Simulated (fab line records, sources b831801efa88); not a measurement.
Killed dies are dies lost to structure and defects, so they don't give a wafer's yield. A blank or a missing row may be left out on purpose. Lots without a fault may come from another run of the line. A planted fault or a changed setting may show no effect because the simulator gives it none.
A struck lot beside a sound one | flow gf180mcu | 20 steps out of a route of 602
Sound: wafers L869.1, L869.4, L869.5. Struck: wafers L886.4, L886.5, L886.6. The cause comes at the end.
At each step with rows: each side's tool, then ch and its chambers, then its first start. Under that, the readings that differ: sound wafers | struck wafers | difference of the means | sigmas: that difference in standard deviations of wafers without a fault.
alike: readings whose means differ by less than 2 such deviations, and words and numbers that are the same on both sides. not compared: withheld readings, readings that some wafer has no value for, bounds like >300 that may hide the same value, and numbers for which the record gives no deviation and whose values overlap.
The two part at a step that has a row with sigmas, a row that says differs or no value, or rows on one side only. Numbers that don't overlap but have no deviation are shown without sigmas and don't part them. A reading that every wafer of one side lacks parts them only if that side has two wafers or more.

first, 4 steps without rows for these wafers: GF_VT_IMPLANT_SOFTBAKE_03 (time 60 s); GF_VT_IMPLANT_EXPOSE_04 (exposes mask LVPWELL LV AREA, target cd 600 nm); GF_VT_IMPLANT_PEB_05; GF_VT_IMPLANT_DEVELOP_06 (develop time 60 s).
GF_VT_IMPLANT_OVL_MEAS_07:
  sound on overlay-02, day 6 15:46; struck on overlay-01, day 11 12:49
  alike: VT_IMPLANT_OVL
then, 1 step without rows for these wafers: GF_VT_IMPLANT_IMPLANT_08.
GF_VT_IMPLANT_STRIP_09: strips in O2/N2.
  sound on plasma_asher-01 ch 1, day 6 15:56; struck on plasma_asher-02 ch 0,1, day 11 13:02
  alike: drypump_motor_current_A, heater_power_w, oes_product_au, strip_time_to_endpoint_s
  not compared: rf_hours_counter_h
GF_VT_IMPLANT_TW_MEAS_10:
  sound on film_metro-01, day 6 16:02; struck on film_metro-04, day 11 13:07
  alike: VT_IMPLANT_TW
then, 4 steps without rows for these wafers: GF_VT_IMPLANT_DEHYDRATE_11 (time 60 s); GF_VT_IMPLANT_HMDS_12 (prime time 60 s); GF_VT_IMPLANT_COAT_13 (resist thk 1000 nm); GF_VT_IMPLANT_SOFTBAKE_14 (time 60 s).
GF_VT_IMPLANT_EXPOSE_15: exposes mask Nwell LV AREA, target cd 860 nm.
  sound on iline_stepper-01 ch 0, day 6 23:07; struck on iline_stepper-01 ch 0, day 11 23:16
  reading | sound                                           | struck                  | difference | sigmas
  mask    | Nwell_LV_AREA#0 Nwell_LV_AREA#0 Nwell_LV_AREA#0 | MVPSD#0 MVPSD#0 MVPSD#0 | differs    |
then, 2 steps without rows for these wafers: GF_VT_IMPLANT_PEB_16; GF_VT_IMPLANT_DEVELOP_17 (develop time 60 s).
GF_VT_IMPLANT_OVL_MEAS_18:
  sound on overlay-01, day 7 06:16; struck on overlay-01, day 12 08:31
  reading                | sound       | struck | difference                    | sigmas
  VT_IMPLANT_01_OVL (nm) | 2.1 3.5 2.9 | - - -  | no value on the struck wafers |
then, 1 step without rows for these wafers: GF_VT_IMPLANT_IMPLANT_19.
GF_VT_IMPLANT_STRIP_20: strips in O2/N2.
  sound on plasma_asher-04 ch 0,1, day 7 06:26; struck on plasma_asher-02 ch 0,1, day 12 08:44
  alike: drypump_motor_current_A, heater_power_w, oes_product_au, strip_time_to_endpoint_s
  not compared: rf_hours_counter_h
GF_VT_IMPLANT_TW_MEAS_21:
  sound on film_metro-01, day 7 06:32; struck on film_metro-01, day 12 09:03
  reading         | sound          | struck   | difference | sigmas
  VT_IMPLANT_2_TW | 1226 1224 1226 | 30 30 30 | -1195      | -99 or more
  not compared: hold
then, 1 step without rows for these wafers: GF_PASSIVATION_PROBE_99.

WHERE THEY PART
First at GF_VT_IMPLANT_EXPOSE_15; last, within this record, at GF_VT_IMPLANT_TW_MEAS_21.

WHY: what the simulator had put in
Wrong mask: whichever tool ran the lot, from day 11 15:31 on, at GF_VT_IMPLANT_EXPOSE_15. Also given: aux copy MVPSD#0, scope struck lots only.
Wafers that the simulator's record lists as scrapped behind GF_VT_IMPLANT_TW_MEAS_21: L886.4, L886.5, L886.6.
